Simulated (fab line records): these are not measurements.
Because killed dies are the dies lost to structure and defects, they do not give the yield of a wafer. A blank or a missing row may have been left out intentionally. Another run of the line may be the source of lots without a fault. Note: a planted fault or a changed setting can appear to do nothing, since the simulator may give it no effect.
Problem report in the 8D (eight disciplines) form, filled by code -- flow sky130 -- the parts of the form that need people (team, actions taken, sign-off) are left out

## 1. WHAT WENT WRONG
killed-at-other at SKY_PAD_OPEN_PROBE_99 reads a mean of 46.7 on 6 wafers of 2 lots; wafers without a fault read 0.3 with a standard deviation of 0.54. That puts it +86 standard deviations away from the usual mean.
First seen on wafer L360.2, day 49 03:47, on prober-02. At this step, 18 wafers from 6 lots have a number in the record. By rule, "out" or "out of limits" means more than 4 standard deviations away from the usual mean. Any other wafer with a number is counted as sound.

## 2. WHAT IT IS; WHAT IT IS NOT
question,is,is not
which readings at this step,killed-at-other,"killed_at_M4_up, killed-at-contacts, killed-at-front-end, killed-open, killed-short, sort_bin_6_memory"
which lots,"L360, L361","L348, L350, L364, L370"
which wafers of those lots,all that have a number,-
read on which tools,"prober-01, prober-02",-
when,from day 49 03:47,"up to then (6 sound wafers); but 6 sound wafers of L364, L370 came after"

## 3. SUSPECTS, AND WHAT RULES EACH OUT
Counting: a tool at a process step up to the reading stays a suspect if it ran every lot that is out and no sound lot after the first of them.
- wet-bench-02 at SKY_CAPM_STRIP_15 (strips in post etch residue remover, time 1200 s): kept. It ran every lot that is out, first L360 (day 41 12:02), and no sound lot after that.
Left after counting: wet-bench-02 at SKY_CAPM_STRIP_15.

## 4. THE CAUSE (what the simulator had put in)
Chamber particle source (wet-bench-02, SKY_CAPM_STRIP_15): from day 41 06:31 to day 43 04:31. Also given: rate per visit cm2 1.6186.
After counting, this tool was the only one left.

## 5. THE EFFECT CHAIN, in route order
Rows list readings where the struck wafers' mean (over those with a number) sits beyond 3 standard deviations from the usual. Scope: only readings with a usual standard deviation given in the record; hours: median across lots of the time from each lot's start at the first step in this table that gives one to its start at this step; sigmas: change in usual standard deviations.
hours,step,reading,usual,on struck wafers,change,sigmas
0,SKY_PAD_OPEN_PROBE_99,defect-limited-yield,82.5 %,73.4,-9.1,-4.6
0,SKY_PAD_OPEN_PROBE_99,killed-at-other,0.3,46.7,+46.4,+86
0,SKY_PAD_OPEN_PROBE_99,killed-dies,86,131,+45,+4.5
0,SKY_PAD_OPEN_PROBE_99,sort_bin_3_pad_short,0.8 %,3.7,+2.9,+7.4
0,SKY_PAD_OPEN_PROBE_99,sort_bin_5_function,10.4 %,16.1,+5.7,+3.8
0,SKY_PAD_OPEN_PROBE_99,sort-n-pass,406,361,-45,-4.5
0,SKY_PAD_OPEN_PROBE_99,sort-yield-pct,82.5 %,73.4,-9.1,-4.6
Its process steps:
- SKY_PAD_OPEN_PROBE_99

## 6. WHAT WOULD HAVE CAUGHT IT SOONER
First out-of-limits reading in this record: day 49 03:47, which is 189 hours after fault onset at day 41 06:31.
No tool reading at SKY_CAPM_STRIP_15 that has a usual standard deviation in the record was out on any struck wafer, so an alarm limit of 4 standard deviations on those readings would not have fired.
By day 49 03:47 the whole set of lots that are out, 2 in number, had already begun SKY_CAPM_STRIP_15 on wet-bench-02. None of them would have been spared by holding the tool at that moment.
